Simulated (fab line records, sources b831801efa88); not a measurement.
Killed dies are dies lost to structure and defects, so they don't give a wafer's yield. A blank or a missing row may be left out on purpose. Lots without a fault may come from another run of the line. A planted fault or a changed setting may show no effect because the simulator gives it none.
Problem report in the 8D (eight disciplines) form, filled by code | flow sky130 | the parts of the form that need people (team, actions taken, sign-off) are left out

1. THE PROBLEM
VT_ADJUST_NCORE_TW at SKY_VT_ADJUST_NCORE_TW_MEAS_11 reads a mean of 160.7 on 6 wafers of 2 lots; wafers without a fault read 218.1 with a standard deviation of 1.4. That is -41 standard deviations from the usual mean.
First seen on wafer L833.1, day 10 22:51, on film_metro-02. The record holds 39 wafers of 13 lots with a number at this step. Rule for "out", or "out of limits": more than 4 standard deviations from the usual mean. The other wafers with a number count as sound.

2. WHAT IT IS AND WHAT IT IS NOT
question                    | is                           | is not
which readings at this step | VT_ADJUST_NCORE_TW           | -
which lots                  | L833, L835                   | L826, L827, L828, L832, L839, L840, L841, L844, L846, L847, L848
which wafers of those lots  | all that have a number       | -
read on which gauges        | film_metro-02, film_metro-03 | film_metro-01
when                        | from day 10 22:51            | up to then (12 sound wafers); but 21 sound wafers of L839, L840, L841, L844, L846, L847, L848 came after

3. SUSPECTS, AND WHAT RULES EACH OUT
Counting: a tool at a process step up to the reading stays a suspect if it ran every lot that is out and no sound lot after the first of them.
- the gauge at SKY_VT_ADJUST_NCORE_TW_MEAS_11: ruled out. The wafers that are out were read on 2 gauges (film_metro-02, film_metro-03).
- implanter-02 at SKY_VT_ADJUST_NCORE_IMPLANT_09: ruled out as a lasting fault. Sound lots L844, L846 ran on it after its first lot that is out, L833 (day 10 22:36).
Left after counting: nothing in the record.

4. THE CAUSE (what the simulator had put in)
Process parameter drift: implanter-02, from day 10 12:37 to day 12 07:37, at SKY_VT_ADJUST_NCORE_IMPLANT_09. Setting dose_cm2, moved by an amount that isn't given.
Counting ruled it out, wrongly: the rule takes a fault to strike every lot that its tool runs from its start on, and this one did not.

5. THE CHAIN OF EFFECTS, in route order
Each row: a reading whose mean over the struck wafers that have a number lies more than 3 standard deviations from the usual. Only readings for which the record gives a usual standard deviation are gone through. hours: the time from each lot's start at the first step in this table that gives one to its start at this step, as a median over the lots. sigmas: the change in usual standard deviations.
hours | step                           | reading            | usual      | on struck wafers | change      | sigmas
0     | SKY_VT_ADJUST_NCORE_IMPLANT_09 | dose_ions_cm2      | 2.3998e+12 | 7.8942e+11       | -1.6104e+12 | -99 or more
0     | SKY_VT_ADJUST_NCORE_IMPLANT_09 | faraday_current_uA | 13.51      | 4.47             | -9.04       | -35
0     | SKY_VT_ADJUST_NCORE_TW_MEAS_11 | VT_ADJUST_NCORE_TW | 218.1      | 160.7            | -57.4       | -41
The process steps in it:
- SKY_VT_ADJUST_NCORE_IMPLANT_09
Later measuring or inspecting steps at which every struck wafer that the step has a row for has a number for every such reading, and none has moved that far: SKY_METAL2_RS_MEAS_05.

6. WHAT WOULD HAVE CAUGHT IT SOONER
In this record the first reading out of limits at a measuring or inspecting step was taken at day 10 22:51, 10 hours after the fault began at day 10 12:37.
The tool's own readings at SKY_VT_ADJUST_NCORE_IMPLANT_09 were out on every struck wafer that the step has a row for (dose_ions_cm2, faraday_current_uA): an alarm limit on them would have fired on the first of those.
